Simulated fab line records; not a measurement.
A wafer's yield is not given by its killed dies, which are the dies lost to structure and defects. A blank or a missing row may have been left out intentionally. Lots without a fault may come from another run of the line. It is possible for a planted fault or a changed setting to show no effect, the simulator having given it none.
fab line records | flow sky130
record lots=6 | wafers=18 | last_day=52
route steps=708 shown SD_N@344 SD_P@359 PAD_OPEN@708
lots untouched by any fault: they come from a run of this same line in which no faults occurred
start_h: hours from the record's opening day to when the first of the lot's shown wafers began | wait_h: hours elapsed since this lot's preceding step | " as in the row above | L1.1+2: a single row standing in for several wafers | - no value, or no start was given | * or withheld: withheld | < > ~ a bound
route shown NAME@n: NAME is a module with steps in the file, n the number in the route of the first one | usual: mean/standard deviation of fault-free wafers | same: alike in all rows | chamber/n: place in a boat | sites: the reading at each site | _std_site: standard deviation across them | _edge_site: inner sites' mean taken away from outer sites' mean | radius_mm: how far each site lies from the wafer's centre | mask NAME#n: copy n | behind: tool/chamber where the wafer was last shaped | hold: why the lot was held/for how many hours/how that ended | device: the transistor (n, p or np) that didn't switch | end of line: tests of these same wafers at the route's end | a step given without rows: its recipe and nothing more | killed: at the first sort, the dies lost to defects and structure; wafer yield is something else | map: shows each die of a wafer: x if killed, . if not, _ if none is there
set.NAME: the setting that was run; set.NAME@STEP: the one run at that earlier step | model.NAME: the simulator's own value behind a step, which no gauge read
lots seen at some steps along the route; tables by step, rows by wafer
services: a tool's chamber out of use, with start hour (start_h, from the record's first day; less than 0 if before it), hours out, and reason
## steps
# step SKY_SD_N_COAT_02
# recipe resist=NOVOLAK | spin_rpm=3000 | resist_thk_nm=1140
# step SKY_SD_N_SOFTBAKE_03
# recipe temp_c=90 | time_s=60 | resist=NOVOLAK
# step SKY_SD_N_EXPOSE_04
# recipe mask_id=NSDM | na=0.6 | source_shape=conventional | sigma_outer=0.6 | polarization=unpolarized | target_cd_nm=380 | dose_mj=141
# step SKY_SD_N_PEB_05
# recipe temp_c=withheld | time_s=* | resist=NOVOLAK
# step SKY_SD_N_DEVELOP_06
# recipe resist=NOVOLAK | developer=TMAH | develop_time_s=60 | dev_temp_c=23
# step SKY_SD_N_CD_MEAS_07
# recipe target_cd_nm=380
# usual cd_nm=380.0/2.5
lot.wafer | tool      | chamber | start_h | wait_h | cd_nm
L112.1    | cd_sem-02 | -       | 705.87  | 0.1    | 383.3
L112.3    | "         | -       | "       | "      | 382.8
L112.5    | "         | -       | "       | "      | 384.2
L115.1    | cd_sem-02 | -       | 711.84  | 0.1    | 380.8
L115.3    | "         | -       | "       | "      | 380.9
L115.5    | "         | -       | "       | "      | 383.2
L121.1    | cd_sem-02 | -       | 714.97  | 0.1    | 374.3
L121.2    | "         | -       | "       | "      | 375.9
L121.4    | "         | -       | "       | "      | 375.5
L120.1    | cd_sem-02 | -       | 718.37  | 0.1    | 378.2
L120.3    | "         | -       | "       | "      | 379.6
L120.5    | "         | -       | "       | "      | 378.5
L122.1    | cd_sem-01 | -       | 845.37  | 0.1    | 378.5
L122.3    | "         | -       | "       | "      | 380.8
L122.6    | "         | -       | "       | "      | 377.3
L127.2    | cd_sem-01 | -       | 858.84  | 0.1    | 381.4
L127.4    | "         | -       | "       | "      | 382.1
L127.6    | "         | -       | "       | "      | 381.3
# step SKY_SD_N_OVL_MEAS_08
# usual SD_N_OVL=0.2/1.3
lot.wafer | tool       | chamber | start_h | wait_h | SD_N_OVL[nm]
L112.1    | overlay-02 | -       | 705.99  | 0.1    | 3.4
L112.3    | "          | -       | "       | "      | 2.5
L112.5    | "          | -       | "       | "      | 2.1
L115.1    | overlay-02 | -       | 711.96  | 0.1    | 0.5
L115.3    | "          | -       | "       | "      | -1.7
L115.5    | "          | -       | "       | "      | 0.9
L121.1    | overlay-02 | -       | 715.09  | 0.1    | 0.3
L121.2    | "          | -       | "       | "      | -0.6
L121.4    | "          | -       | "       | "      | 0.1
L120.1    | overlay-02 | -       | 718.49  | 0.1    | 3.3
L120.3    | "          | -       | "       | "      | 1.1
L120.5    | "          | -       | "       | "      | 0.6
L122.1    | overlay-01 | -       | 845.49  | 0.1    | -0.2
L122.3    | "          | -       | "       | "      | -0.6
L122.6    | "          | -       | "       | "      | -0.6
L127.2    | overlay-01 | -       | 858.95  | 0.1    | -0.9
L127.4    | "          | -       | "       | "      | 1.2
L127.6    | "          | -       | "       | "      | 1.0
# step SKY_SD_N_IMPLANT_09
# recipe species=As | energy_kev=50 | dose_cm2=4e+15 | tilt_deg=0
# step SKY_SD_N_IMPLANT_10
# recipe species=P | energy_kev=20 | dose_cm2=1e+14 | tilt_deg=0
# step SKY_SD_N_STRIP_11
# recipe chemistry=O2/N2 | power_w=1400 | pressure_mtorr=1500 | platen_temp_c=withheld | o2_flow_sccm=3000 | n2_flow_sccm=300 | overash_fraction=0.5
# usual drypump_motor_current_A=5.62/0.27 | oes_product_au=0.527/0.0043 | strip_time_to_endpoint_s=22.56/0.037
lot.wafer | tool            | chamber | start_h | wait_h | drypump_motor_current_A | oes_product_au | rf_hours_counter_h | strip_time_to_endpoint_s
L112.1    | plasma_asher-01 | 0       | 706.32  | 0.1    | 5.93                    | 0.521          | 27                 | 22.56
L112.3    | "               | 1       | "       | "      | 5.77                    | 0.535          | -                  | 22.58
L112.5    | "               | 1       | "       | "      | 5.76                    | 0.526          | -                  | 22.54
L115.1    | plasma_asher-03 | 0       | 712.30  | 0.1    | 5.45                    | 0.519          | 83                 | 22.54
L115.3    | "               | 0       | "       | "      | 5.44                    | 0.525          | -                  | 22.56
L115.5    | "               | 1       | "       | "      | 5.16                    | 0.522          | -                  | 22.55
L121.1    | plasma_asher-01 | 0       | 715.43  | 0.1    | 5.94                    | 0.527          | 28                 | 22.54
L121.2    | "               | 1       | "       | "      | 5.74                    | 0.533          | 28                 | 22.56
L121.4    | "               | 0       | "       | "      | 5.91                    | 0.536          | -                  | 22.55
L120.1    | plasma_asher-03 | 1       | 718.82  | 0.1    | 5.12                    | 0.533          | 83                 | 22.55
L120.3    | "               | 1       | "       | "      | 5.11                    | 0.527          | -                  | 22.58
L120.5    | "               | 1       | "       | "      | 5.11                    | 0.524          | -                  | 22.61
L122.1    | plasma_asher-03 | 1       | 845.82  | 0.1    | 5.15                    | 0.534          | 94                 | 22.61
L122.3    | "               | 1       | "       | "      | 5.14                    | 0.535          | -                  | 22.58
L122.6    | "               | 1       | "       | "      | 5.16                    | 0.531          | -                  | 22.62
L127.2    | plasma_asher-01 | 1       | 859.28  | 0.1    | 5.73                    | 0.525          | 44                 | 22.58
L127.4    | "               | 0       | "       | "      | 5.92                    | 0.528          | -                  | 22.52
L127.6    | "               | 0       | "       | "      | 5.93                    | 0.528          | -                  | 22.55
# step SKY_SD_N_TW_MEAS_12
# usual SD_N_TW=3991/41
lot.wafer | tool          | chamber | start_h | wait_h | SD_N_TW
L112.1    | film_metro-02 | -       | 706.42  | 0.1    | 4036
L112.3    | "             | -       | "       | "      | 4056
L112.5    | "             | -       | "       | "      | 4074
L115.1    | film_metro-04 | -       | 712.40  | 0.1    | 3989
L115.3    | "             | -       | "       | "      | 3973
L115.5    | "             | -       | "       | "      | 3993
L121.1    | film_metro-03 | -       | 715.53  | 0.1    | 3952
L121.2    | "             | -       | "       | "      | 3947
L121.4    | "             | -       | "       | "      | 3964
L120.1    | film_metro-04 | -       | 718.92  | 0.1    | 3989
L120.3    | "             | -       | "       | "      | 3997
L120.5    | "             | -       | "       | "      | 3973
L122.1    | film_metro-02 | -       | 845.92  | 0.1    | 4045
L122.3    | "             | -       | "       | "      | 4059
L122.6    | "             | -       | "       | "      | 4051
L127.2    | film_metro-04 | -       | 859.39  | 0.1    | 3949
L127.4    | "             | -       | "       | "      | 3966
L127.6    | "             | -       | "       | "      | 4000
# step SKY_SD_N_CLEAN_13
# recipe chemistry=SC1/SC2 | mix=1:4:20 | temp_c=70 | time_s=150 | dry=n2_spin
# step SKY_SD_N_RTA_14
# recipe temp_c=1075 | time_s=2 | idle_temp_c=650 | ramp_up_c_per_s=150 | ramp_down_c_per_s=90 | ambient=N2
# usual lamp_power_pct=15.74/0.057 | wafer_temp_C_max=1078.0/1.2
lot.wafer | tool          | chamber | start_h | wait_h | lamp_power_pct | wafer_temp_C_max
L112.1    | rtp_anneal-01 | 0       | 706.53  | 0.0    | 15.69          | 1077.4
L112.3    | "             | 0       | "       | "      | 15.68          | 1075.6
L112.5    | "             | 0       | "       | "      | 15.84          | 1078.7
L115.1    | rtp_anneal-02 | 0       | 712.51  | 0.0    | 15.70          | 1077.4
L115.3    | "             | 0       | "       | "      | 15.67          | 1077.9
L115.5    | "             | 0       | "       | "      | 15.70          | 1077.2
L121.1    | rtp_anneal-02 | 0       | 715.64  | 0.0    | 14.72          | 1079.8
L121.2    | "             | 0       | "       | "      | 14.85          | 1076.6
L121.4    | "             | 0       | "       | "      | 14.86          | 1078.3
L120.1    | rtp_anneal-02 | 0       | 719.03  | 0.0    | 14.81          | 1077.4
L120.3    | "             | 0       | "       | "      | 14.77          | 1077.9
L120.5    | "             | 0       | "       | "      | 14.72          | 1077.9
L122.1    | rtp_anneal-01 | 0       | 846.03  | 0.0    | 15.78          | 1075.0
L122.3    | "             | 0       | "       | "      | 15.72          | 1076.1
L122.6    | "             | 0       | "       | "      | 15.86          | 1076.8
L127.2    | rtp_anneal-01 | 0       | 859.50  | 0.0    | 15.69          | 1078.4
L127.4    | "             | 0       | "       | "      | 15.74          | 1077.7
L127.6    | "             | 0       | "       | "      | 15.67          | 1076.6
# step SKY_SD_N_RS_MEAS_16
# recipe thk_meas_gauge=four-point-probe
# usual SD_N_RS=68.52/0.11
lot.wafer | tool          | chamber | start_h | wait_h | hold                     | SD_N_RS[ohm/sq]
L112.1    | film_metro-03 | -       | 706.71  | 0.1    | -                        | 68.53
L112.3    | "             | -       | "       | "      | -                        | 68.56
L112.5    | "             | -       | "       | "      | -                        | 68.53
L115.1    | film_metro-02 | -       | 712.68  | 0.1    | -                        | 68.53
L115.3    | "             | -       | "       | "      | -                        | 68.41
L115.5    | "             | -       | "       | "      | -                        | 68.49
L121.1    | film_metro-04 | -       | 715.81  | 0.1    | await_dispo/0.2h/release | 73.10
L121.2    | "             | -       | "       | "      | await_dispo/0.2h/release | 73.30
L121.4    | "             | -       | "       | "      | await_dispo/0.2h/release | 73.08
L121.1    | film_metro-04 | -       | 716.17  | 0.3    | -                        | 73.08
L121.2    | "             | -       | "       | "      | -                        | 73.15
L121.4    | "             | -       | "       | "      | -                        | 73.12
L120.1    | film_metro-04 | -       | 719.21  | 0.1    | await_dispo/0.2h/release | 73.13
L120.3    | "             | -       | "       | "      | await_dispo/0.2h/release | 72.99
L120.5    | "             | -       | "       | "      | await_dispo/0.2h/release | 73.18
L120.1    | film_metro-04 | -       | 719.57  | 0.3    | -                        | 73.11
L120.3    | "             | -       | "       | "      | -                        | 73.05
L120.5    | "             | -       | "       | "      | -                        | 73.11
L122.1    | film_metro-04 | -       | 846.21  | 0.1    | -                        | 68.67
L122.3    | "             | -       | "       | "      | -                        | 68.67
L122.6    | "             | -       | "       | "      | -                        | 68.66
L127.2    | film_metro-04 | -       | 859.68  | 0.1    | -                        | 68.39
L127.4    | "             | -       | "       | "      | -                        | 68.56
L127.6    | "             | -       | "       | "      | -                        | 68.56
# step SKY_SD_N_RS_MEAS_17
# recipe thk_meas_gauge=four-point-probe
# usual SD_P_RS=147.1/0.38
lot.wafer | tool          | chamber | start_h | wait_h | hold                     | SD_P_RS[ohm/sq]
L112.1    | film_metro-03 | -       | 706.83  | 0.1    | -                        | 146.8
L112.3    | "             | -       | "       | "      | -                        | 147.3
L112.5    | "             | -       | "       | "      | -                        | 147.5
L115.1    | film_metro-02 | -       | 712.80  | 0.1    | -                        | 146.8
L115.3    | "             | -       | "       | "      | -                        | 147.7
L115.5    | "             | -       | "       | "      | -                        | 146.9
L121.1    | film_metro-04 | -       | 721.86  | 5.7    | await_dispo/0.2h/release | 174.7
L121.2    | "             | -       | "       | "      | await_dispo/0.2h/release | 173.9
L121.4    | "             | -       | "       | "      | await_dispo/0.2h/release | 174.0
L121.1    | film_metro-04 | -       | 722.17  | 0.3    | -                        | 174.5
L121.2    | "             | -       | "       | "      | -                        | 174.2
L121.4    | "             | -       | "       | "      | -                        | 174.1
L120.1    | film_metro-04 | -       | 725.42  | 5.8    | await_dispo/0.2h/release | 174.0
L120.3    | "             | -       | "       | "      | await_dispo/0.2h/release | 174.0
L120.5    | "             | -       | "       | "      | await_dispo/0.2h/release | 174.7
L120.1    | film_metro-04 | -       | 725.71  | 0.3    | -                        | 174.2
L120.3    | "             | -       | "       | "      | -                        | 174.4
L120.5    | "             | -       | "       | "      | -                        | 174.3
L122.1    | film_metro-04 | -       | 846.33  | 0.1    | -                        | 147.3
L122.3    | "             | -       | "       | "      | -                        | 147.5
L122.6    | "             | -       | "       | "      | -                        | 147.3
L127.2    | film_metro-04 | -       | 859.80  | 0.1    | -                        | 146.6
L127.4    | "             | -       | "       | "      | -                        | 147.3
L127.6    | "             | -       | "       | "      | -                        | 146.9
# step SKY_PAD_OPEN_PROBE_99
# usual defect_limited_yield=82.5/1.8 | killed_at_M0_to_M3=45/6.3 | killed_at_M4_up=2.8/1.6 | killed_at_contacts=24/5.1 | killed_at_front_end=14/4.4 | killed_at_other=0.4/0.73 | killed_dies=86/9 | killed_open=47/7.8 | killed_short=39/6.6 | sort_bin_3_pad_short=0.8/0.42 | sort_bin_5_function=10.3/1.4 | sort_bin_6_memory=6.3/1.2 | sort_n_pass=406/9 | sort_yield_pct=82.5/1.8
# same gross_dies=492 | killed_at_back_side=0 | sort_bin_4_leakage[%]=0 | sort_bin_8_speed[%]=0
lot.wafer | tool      | chamber | start_h | wait_h | defect_limited_yield[%] | killed_at_M0_to_M3 | killed_at_M4_up | killed_at_contacts | killed_at_front_end | killed_at_other | killed_dies | killed_open | killed_short | sort_bin_3_pad_short[%] | sort_bin_5_function[%] | sort_bin_6_memory[%] | sort_n_pass | sort_yield_pct[%]
L112.1    | prober-02 | -       | 1135.82 | 0.1    | 82.5                    | 49                 | 5               | 17                 | 15                  | 0               | 86          | 38          | 47           | 0.8                     | 10.0                   | 6.7                  | 406         | 82.5
L112.3    | prober-02 | -       | 1135.92 | 0.2    | 85.8                    | 34                 | 6               | 16                 | 13                  | 1               | 70          | 32          | 37           | 0.6                     | 8.9                    | 4.7                  | 422         | 85.8
L112.5    | prober-02 | -       | 1136.02 | 0.2    | 80.9                    | 47                 | 4               | 24                 | 19                  | 0               | 94          | 57          | 36           | 1.4                     | 10.2                   | 7.5                  | 398         | 80.9
# killed by level:class
L112.1 VIA3:geometric_particle:open=10 VIA1:geometric_particle:open=10 VIA1:geometric_particle:short=8 FIELD_ISO:geometric_particle:short=5 LOCAL_INTERCONNECT:geometric_particle:short=5 POLY_GATE:geometric_particle:short=4 CONTACT:geometric_particle:open=4 CONTACT:geometric_particle:short=4
L112.3 CONTACT:geometric_particle:open=8 VIA3:geometric_particle:open=7 METAL4:geometric_particle:short=6 METAL1:geometric_particle:short=5 VIA1:geometric_particle:short=5 VIA1:geometric_particle:open=5 FIELD_ISO:geometric_particle:open=4 SPACER:geometric_particle:short=3
L112.5 LI_CONTACT:geometric_particle:open=9 VIA1:geometric_particle:open=9 VIA2:geometric_particle:open=8 VIA3:geometric_particle:open=8 POLY_GATE:geometric_particle:short=5 POLY_GATE:geometric_particle:open=5 CONTACT:geometric_particle:open=5 VIA1:geometric_particle:short=5
## services
tool            | chamber | start_h | hours | kind
plasma_asher-03 | -       | 693.20  | 7.3   | repair
plasma_asher-01 | -       | 719.65  | 2.8   | pm
plasma_asher-03 | -       | 784.23  | 14.6  | pm
plasma_asher-03 | -       | 827.92  | 3.6   | repair
## key
first_sign step=SKY_SD_N_RTA_14 | reading=lamp_power_pct | direction=down | sigmas=17 | usual=15.74 | struck=14.79
effect step=SKY_SD_N_RS_MEAS_16 | reading=visit | direction=added
effect step=SKY_SD_N_RS_MEAS_16 | reading=SD_N_RS | direction=up | sigmas=43 | usual=68.52 | struck=73.13
effect step=SKY_SD_N_RS_MEAS_17 | reading=visit | direction=added
effect step=SKY_SD_N_RS_MEAS_17 | reading=SD_P_RS | direction=up | sigmas=71 | usual=147.1 | struck=174.2
met_at SKY_SD_N_RTA_14
struck_wafers L120.1,L120.3,L120.5,L121.1,L121.2,L121.4
scrapped_behind SKY_SD_N_RS_MEAS_17 L120.1,L120.3,L120.5,L121.1,L121.2,L121.4
onset_between 712.51 715.64
fault kind=process_parameter_drift | tool=rtp_anneal-02 | chamber=- | onset_h=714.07 | steps=SKY_SD_N_RTA_14 | channel=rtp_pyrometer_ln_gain | offset=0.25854 | shape=step | end_h=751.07
